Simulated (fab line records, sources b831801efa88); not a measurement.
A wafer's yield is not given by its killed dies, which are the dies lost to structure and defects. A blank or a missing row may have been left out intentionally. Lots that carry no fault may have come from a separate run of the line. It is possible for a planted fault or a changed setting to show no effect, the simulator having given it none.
What tool caused it?    flow gf180mcu    Sampling: 14 lots, 42 wafers, 6 of 602 route steps

WHAT THE GAUGES SHOWED, per wafer
GF_PSD_OVL_MEAS_08.
lot   measured      on          PSD_OVL (nm)
L640  day 14 03:01  overlay-01  -1.2 0.1 -2.2
L641  day 14 12:10  overlay-02  -0.2 0.2 -0.6
L644  day 15 10:02  overlay-02  0.8 0.4 -0.9
L645  day 15 23:53  overlay-01  -0.3 1.9 1.3
L646  day 16 08:59  overlay-02  -0.4 -4.4 -1.8
L647  day 16 17:38  overlay-02  0.0 -0.9 -0.7
L652  day 18 13:00  overlay-01  2.9 1.0 -0.4
L656  day 20 04:37  overlay-02  -0.9 -1.3 0.4
L657  day 20 11:04  overlay-02  -3.1 -2.5 -3.0
L658  day 20 17:25  overlay-01  0.1 0.7 -1.0
L660  day 21 10:37  overlay-02  -1.3 -2.1 -2.7
L661  day 21 17:59  overlay-02  -0.5 1.3 -2.8
L662  day 22 00:06  overlay-01  -4.6 -1.9 -2.3
L663  day 22 04:45  overlay-02  1.1 0.8 0.4

GF_SAB_CD_MEAS_09: target cd 420 nm.
lot   measured      on         cd nm (nm)
L640  day 14 23:44  cd sem-02  422.0 421.2 422.0
L641  day 15 09:24  cd sem-02  420.4 418.9 417.9
L644  day 16 08:50  cd sem-02  426.6 424.3 423.5
L645  day 16 22:14  cd sem-01  423.2 422.0 423.0
L646  day 17 07:59  cd sem-02  420.2 419.5 418.9
L647  day 17 17:29  cd sem-01  417.6 415.1 414.7
L652  day 19 12:53  cd sem-01  418.9 420.2 420.1
L656  day 21 05:13  cd sem-02  417.5 419.0 417.9
L657  day 21 11:55  cd sem-02  421.3 419.5 419.6
L658  day 21 18:13  cd sem-01  416.4 420.4 421.1
L660  day 22 09:56  cd sem-02  420.6 420.8 422.6
L661  day 22 18:21  cd sem-01  423.2 424.3 422.6
L662  day 23 00:19  cd sem-02  427.0 425.2 427.1
L663  day 23 03:43  cd sem-02  420.4 422.9 421.0

GF_CONTACT_THK_MEAS_01.
lot   measured      on             CONTACT_CVD_00_THK (nm)
L640  day 15 00:48  film metro-03  300.1 302.1 299.5
L641  day 15 10:29  film metro-03  301.0 306.8 298.5
L644  day 16 10:06  film metro-01  605.3 600.3 594.7
L645  day 16 23:16  film metro-01  295.5 295.0 294.0
L646  day 17 09:04  film metro-04  303.0 296.0 298.6
L647  day 17 18:34  film metro-01  301.2 305.6 304.1
L652  day 19 14:08  film metro-04  593.2 599.7 600.1
L656  day 21 06:18  film metro-01  299.1 298.1 299.8
L657  day 21 13:00  film metro-04  299.1 301.7 300.0
L658  day 21 19:17  film metro-04  305.7 306.0 301.2
L660  day 22 11:10  film metro-04  296.3 301.6 300.7
L661  day 22 19:34  film metro-01  299.9 299.4 301.2
L662  day 23 01:23  film metro-01  304.4 300.9 300.9
L663  day 23 04:51  film metro-03  294.7 297.4 291.6

GF_CONTACT_BOW_MEAS_05.
lot   measured      on             CONTACT_BOW (um)
L640  day 15 01:20  film metro-01  78 59 62
L641  day 15 10:59  film metro-01  66 66 68
L644  day 16 10:36  film metro-04  87 83 88
L645  day 16 23:47  film metro-03  59 64 77
L646  day 17 09:40  film metro-04  62 71 54
L647  day 17 19:04  film metro-04  54 57 60
L652  day 19 14:43  film metro-01  85 75 83
L656  day 21 06:47  film metro-01  68 62 77
L657  day 21 13:29  film metro-01  68 64 68
L658  day 21 19:47  film metro-04  59 63 70
L660  day 22 11:39  film metro-01  58 51 54
L661  day 22 20:04  film metro-04  65 73 61
L662  day 23 01:53  film metro-01  57 69 58
L663  day 23 05:22  film metro-04  64 77 58

TOOL THAT RAN EACH LOT (tool first, then ch and the chambers of the sampled wafers, then the start)
lot   GF_SAB_ETCH_11                      GF_CONTACT_CVD_00
L640  rie diel-01 ch 1,2,3, day 14 23:52  hdpcvd-02 ch 0,2, day 15 00:45
L641  rie diel-04 ch 1,2, day 15 09:34    hdpcvd-02 ch 0,1,2, day 15 10:26
L644  rie diel-03 ch 0,2,3, day 16 08:58  hdpcvd-01 ch 0,1,2, day 16 09:50
L645  rie diel-01 ch 2,3, day 16 22:21    hdpcvd-01 ch 0,1, day 16 23:13
L646  rie diel-04 ch 1,2,3, day 17 08:09  hdpcvd-01 ch 0,1,2, day 17 09:01
L647  rie diel-03 ch 1,2,3, day 17 17:39  hdpcvd-02 ch 0,2, day 17 18:31
L652  rie diel-03 ch 0,1,3, day 19 12:59  hdpcvd-01 ch 0,2, day 19 13:52
L656  rie diel-03 ch 1,2,3, day 21 05:22  hdpcvd-01 ch 0,1, day 21 06:16
L657  rie diel-03 ch 2,3, day 21 12:04    hdpcvd-02 ch 0,1, day 21 12:58
L658  rie diel-04 ch 0,2, day 21 18:22    hdpcvd-01 ch 0,2, day 21 19:14
L660  rie diel-01 ch 0,2,3, day 22 10:05  hdpcvd-01 ch 0,2, day 22 11:07
L661  rie diel-03 ch 0,2,3, day 22 18:32  hdpcvd-02 ch 0,1, day 22 19:31
L662  rie diel-01 ch 1,2,3, day 23 00:27  hdpcvd-02 ch 0,1,2, day 23 01:19
L663  rie diel-03 ch 0,1,2, day 23 03:49  hdpcvd-01 ch 0,1,2, day 23 04:47
- GF_SAB_ETCH_11: etches SiO2 in C4F8/O2/Ar, target depth 55 nm, time 8.5 s.
- GF_CONTACT_CVD_00: deposits SiO2, target thk 300 nm, time 50 s.

AS READ BY THE TOOLS THEMSELVES (means over the sampled wafers that have a number; for cases with no such wafer, the mark the record gives instead)
GF_SAB_ETCH_11.
lot   tool         bias w (W)  oes product au (a.u.)
L640  rie diel-01  1202        1.000
L641  rie diel-04  1197        0.985
L644  rie diel-03  1201        0.994
L645  rie diel-01  1202        0.991
L646  rie diel-04  1204        1.001
L647  rie diel-03  1200        1.006
L652  rie diel-03  1202        1.006
L656  rie diel-03  1198        1.004
L657  rie diel-03  1201        0.991
L658  rie diel-04  1202        0.987
L660  rie diel-01  1203        1.002
L661  rie diel-03  1199        0.997
L662  rie diel-01  1200        0.992
L663  rie diel-03  1199        0.999

THE ANSWER, worked out from the rows above alone
Rule: usual is defined by the lots themselves. The widest of any qualifying gaps counts: lots, ordered by their means at a reading, are off when they make up no more than a third of the lots, leave a main group of 4 or more, and stand apart from it by 3 or more times the standard deviation of that group's means. The tables above print the reading to a certain number of digits; a main group whose means all agree to those digits is not used. A lot without any number at a reading at which 4 lots or more have one is off too. The other lots that the step has rows for count as sound. Order of review: gauges by route order, followed by the tools' own readings, for which a lot's mean as printed above is used. The first step at which some lot is off is used, and at that step the reading that is off furthest; a lot without a number counts as furthest.
Off: at GF_CONTACT_THK_MEAS_01 (CONTACT_CVD_00_THK), L644, L652. For the main group the mean is 300.0 nm and the standard deviation 2.9.
A tool fits if, at a process step before that reading, it ran every lot that is off, and no sound lot after the first of them. The gauges at GF_CONTACT_THK_MEAS_01 are tried like those tools. None of those tried fits.

WHAT WAS PUT IN BY THE SIMULATOR
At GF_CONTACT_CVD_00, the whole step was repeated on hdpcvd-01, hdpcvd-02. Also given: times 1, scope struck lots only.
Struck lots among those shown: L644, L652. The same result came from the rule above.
